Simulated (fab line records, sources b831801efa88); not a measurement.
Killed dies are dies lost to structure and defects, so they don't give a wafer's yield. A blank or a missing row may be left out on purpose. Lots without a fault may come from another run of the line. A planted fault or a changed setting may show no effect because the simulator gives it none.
fab line records | flow sky130
record lots=14 wafers=42 last_day=50
route steps=708 shown FIELD_ISO@14 LDD_N@246 LDD_P@262 SD_P@328
lots that met no fault: from a run of the same line without faults
start_h: hours from the record's first day to the start of the lot's first wafer shown | wait_h: hours since the lot's step before | " the same as in the row above | L1.1+2: a row that stands for several wafers | - no value, or no start given | * or withheld: withheld | < > ~ a bound
route shown NAME@n: a module of which the file shows steps, and the number in the route of the first | usual: mean/standard deviation of fault-free wafers | same: alike in all rows | chamber/n: place in a boat | sites: the reading at each site | _std_site: their standard deviation | _edge_site: outer sites' mean less inner sites' | radius_mm: how far each site lies from the wafer's centre | mask NAME#n: copy n | behind: the tool/chamber that last shaped the wafer | hold: why the lot was held/for how many hours/how that ended | device: the transistor (n, p or np) that didn't switch | end of line: the same wafers' tests at the end of the route | a step without rows: its recipe alone | killed: dies lost to structure and defects at the first sort, not the wafer's yield | map: a wafer's dies, x killed, . not, _ none there
set.NAME: the setting as run; set.NAME@STEP: as run at that earlier step | model.NAME: the simulator's own value behind a step, which no gauge read
steps of the route over a sample of lots; a table a step, a row a wafer
services: from which hour (start_h, from the record's first day; less than 0 if before it) a tool's chamber was out of use, for how many hours, and why
## steps
# step SKY_FIELD_ISO_CD_MEAS_13
# recipe target_cd_nm=150
# usual cd_nm=149.8/1.6
# columns lot.wafer tool chamber start_h wait_h cd_nm
L491.3 cd_sem-02 - 28.31 - 150.9
L491.4 " - " " 150.1
L491.5 " - " " 151.3
L492.3 cd_sem-02 - 34.71 - 151.5
L492.4 " - " " 151.8
L492.6 " - " " 152.2
L493.1 cd_sem-01 - 40.12 - 149.6
L493.2 " - " " 151.7
L493.3 " - " " 150.2
L495.2 cd_sem-02 - 50.52 - 150.4
L495.3 " - " " 150.3
L495.4 " - " " 149.5
L496.4 cd_sem-02 - 54.41 - 147.7
L496.5 " - " " 147.4
L496.6 " - " " 146.6
L498.2 cd_sem-01 - 66.22 - 151.0
L498.4 " - " " 152.0
L498.6 " - " " 150.9
L499.3 cd_sem-02 - 71.56 - 151.8
L499.5 " - " " 151.2
L499.6 " - " " 150.5
L500.3 cd_sem-02 - 76.64 - 150.4
L500.5 " - " " 150.2
L500.6 " - " " 149.5
L507.1 cd_sem-01 - 112.02 - 150.4
L507.3 " - " " 148.3
L507.5 " - " " 149.3
L508.1 cd_sem-01 - 117.35 - 149.5
L508.2 " - " " 151.6
L508.6 " - " " 150.6
L509.1 cd_sem-01 - 122.30 - 151.6
L509.4 " - " " 153.4
L509.6 " - " " 152.3
L511.2 cd_sem-02 - 132.72 - 148.5
L511.5 " - " " 148.5
L511.6 " - " " 148.1
L512.2 cd_sem-01 - 138.92 - 151.0
L512.5 " - " " 151.0
L512.6 " - " " 152.3
L514.1 cd_sem-01 - 149.36 - 149.3
L514.5 " - " " 149.7
L514.6 " - " " 149.0
# step SKY_LDD_N_IMPLANT_09
# recipe species=As energy_kev=20 dose_cm2=7.5e+13 tilt_deg=withheld rotation_deg=113
# usual dose_ions_cm2=7.501e+13/7.4e+10 faraday_current_uA=421/8.8
# columns lot.wafer tool chamber start_h wait_h dose_ions_cm2 faraday_current_uA
L491.3 implanter-01 0 395.62 0.1 7.502e+13 415
L491.4 " 0 " " 7.5e+13 413
L491.5 " 0 " " 7.506e+13 414
L492.3 implanter-03 0 406.85 0.1 7.505e+13 418
L492.4 " 0 " " 7.516e+13 417
L492.6 " 0 " " 7.488e+13 412
L493.1 implanter-02 0 429.79 0.1 7.504e+13 431
L493.2 " 0 " " 7.497e+13 438
L493.3 " 0 " " 7.504e+13 425
L496.4 implanter-02 0 449.33 0.1 7.504e+13 425
L496.5 " 0 " " 7.494e+13 419
L496.6 " 0 " " 7.517e+13 440
L495.2 implanter-03 0 452.36 0.1 7.504e+13 421
L495.3 " 0 " " 7.483e+13 430
L495.4 " 0 " " 7.501e+13 419
L498.2 implanter-03 0 475.64 0.1 7.491e+13 419
L498.4 " 0 " " 7.494e+13 404
L498.6 " 0 " " 7.5e+13 418
L499.3 implanter-03 0 479.94 0.1 7.5e+13 415
L499.5 " 0 " " 7.49e+13 430
L499.6 " 0 " " 7.5e+13 409
L500.3 implanter-03 0 486.52 0.1 7.505e+13 419
L500.5 " 0 " " 7.51e+13 428
L500.6 " 0 " " 7.497e+13 408
L507.1 implanter-03 0 544.20 0.1 6.68e+13 387
L507.3 " 0 " " 6.667e+13 381
L507.5 " 0 " " 6.659e+13 365
L508.1 implanter-03 0 556.87 0.1 6.66e+13 368
L508.2 " 0 " " 6.663e+13 375
L508.6 " 0 " " 6.66e+13 371
L509.1 implanter-03 0 559.55 0.1 6.659e+13 367
L509.4 " 0 " " 6.661e+13 379
L509.6 " 0 " " 6.66e+13 372
L511.2 implanter-02 0 574.52 0.1 7.497e+13 428
L511.5 " 0 " " 7.498e+13 443
L511.6 " 0 " " 7.507e+13 418
L512.2 implanter-01 0 579.69 0.1 7.495e+13 419
L512.5 " 0 " " 7.5e+13 427
L512.6 " 0 " " 7.508e+13 419
L514.1 implanter-01 0 602.34 0.1 7.492e+13 420
L514.5 " 0 " " 7.499e+13 435
L514.6 " 0 " " 7.499e+13 428
# step SKY_LDD_P_CD_MEAS_07
# recipe target_cd_nm=380
# usual cd_nm=380.8/2.2
# columns lot.wafer tool chamber start_h wait_h cd_nm
L491.3 cd_sem-02 - 426.89 0.1 380.5
L491.4 " - " " 382.7
L491.5 " - " " 382.1
L492.3 cd_sem-02 - 437.89 0.1 379.4
L492.4 " - " " 380.3
L492.6 " - " " 379.2
L493.1 cd_sem-02 - 462.43 0.1 378.5
L493.2 " - " " 376.3
L493.3 " - " " 378.5
L496.4 cd_sem-02 - 481.16 0.1 380.1
L496.5 " - " " 379.9
L496.6 " - " " 380.6
L495.2 cd_sem-02 - 484.75 0.1 380.6
L495.3 " - " " 381.9
L495.4 " - " " 382.3
L498.2 cd_sem-01 - 507.92 0.1 384.2
L498.4 " - " " 383.2
L498.6 " - " " 383.0
L499.3 cd_sem-01 - 511.75 0.1 379.9
L499.5 " - " " 382.1
L499.6 " - " " 381.8
L500.3 cd_sem-01 - 517.85 0.1 381.7
L500.5 " - " " 379.7
L500.6 " - " " 378.8
L507.1 cd_sem-02 - 575.20 0.1 379.9
L507.3 " - " " 383.1
L507.5 " - " " 383.2
L508.1 cd_sem-02 - 587.13 0.1 377.2
L508.2 " - " " 378.5
L508.6 " - " " 381.6
L509.1 cd_sem-02 - 590.13 0.1 380.5
L509.4 " - " " 378.7
L509.6 " - " " 380.2
L511.2 cd_sem-02 - 605.47 0.1 380.0
L511.5 " - " " 383.8
L511.6 " - " " 382.6
L512.2 cd_sem-02 - 611.14 0.2 377.9
L512.5 " - " " 378.3
L512.6 " - " " 382.6
L514.1 cd_sem-01 - 633.06 0.1 379.8
L514.5 " - " " 381.4
L514.6 " - " " 383.5
# step SKY_SD_P_OVL_MEAS_08
# usual SD_P_OVL=0.4/1.5
# columns lot.wafer tool chamber start_h wait_h SD_P_OVL[nm]
L491.3 overlay-02 - 581.43 0.1 2.5
L491.4 " - " " 2.9
L491.5 " - " " 1.9
L492.3 overlay-02 - 593.88 0.1 1.1
L492.4 " - " " -1.1
L492.6 " - " " -1.0
L493.1 overlay-01 - 617.62 0.1 3.7
L493.2 " - " " 3.2
L493.3 " - " " 0.4
L496.4 overlay-02 - 633.93 0.1 -2.0
L496.5 " - " " 0.1
L496.6 " - " " -0.4
L495.2 overlay-02 - 638.72 0.1 0.4
L495.3 " - " " -2.2
L495.4 " - " " -0.1
L498.2 overlay-02 - 659.23 0.1 3.3
L498.4 " - " " 0.9
L498.6 " - " " 1.7
L499.3 overlay-02 - 662.98 0.1 -0.4
L499.5 " - " " -0.9
L499.6 " - " " -2.2
L500.3 overlay-02 - 667.75 0.1 0.8
L500.5 " - " " 2.9
L500.6 " - " " 0.7
L507.1 overlay-01 - 721.82 0.1 0.6
L507.3 " - " " 1.4
L507.5 " - " " 0.2
L508.1 overlay-01 - 733.52 0.1 -1.7
L508.2 " - " " -0.7
L508.6 " - " " -2.1
L509.1 overlay-01 - 736.27 0.1 -3.6
L509.4 " - " " -3.3
L509.6 " - " " -2.0
L511.2 overlay-01 - 748.28 0.1 -0.1
L511.5 " - " " 0.1
L511.6 " - " " 0.0
L512.2 overlay-01 - 755.21 0.1 0.2
L512.5 " - " " -1.3
L512.6 " - " " 0.2
L514.1 overlay-01 - 773.72 0.1 1.6
L514.5 " - " " 2.3
L514.6 " - " " 0.0
## services
# columns tool chamber start_h hours kind
implanter-01 - 378.93 3.9 pm
implanter-03 - 448.23 2.5 repair
implanter-03 - 489.25 5.9 repair
implanter-02 - 529.13 3.2 pm
implanter-03 - 539.53 0.6 repair
implanter-01 - 598.18 2.0 repair
## key
first_sign step=SKY_LDD_N_IMPLANT_09 reading=dose_ions_cm2 direction=down sigmas=99+ usual=* struck=*
effect step=SKY_LDD_N_IMPLANT_09 reading=faraday_current_uA direction=down sigmas=5.4 usual=421 struck=374
met_at SKY_LDD_N_IMPLANT_09
struck_lots L507,L508,L509
tester_left_out L507,L508,L509
not_acting_at SKY_FIELD_ISO_CD_MEAS_13,SKY_LDD_P_CD_MEAS_07,SKY_SD_P_OVL_MEAS_08
onset_between 486.52 544.20
fault kind=process_parameter_drift tool=implanter-03 chamber=- onset_h=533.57 steps=SKY_LDD_N_IMPLANT_09 channel=dose_cm2 offset=* shape=step end_h=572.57 acts_in=* stated=*
# tester_left_out: of these lots the tester's yield and bins aren't shown, on N5 and GAA mostly nor the transistor test; their killed dies are dies lost to structure and defects alone, not to doping, threshold or leakage, so they don't give the yield
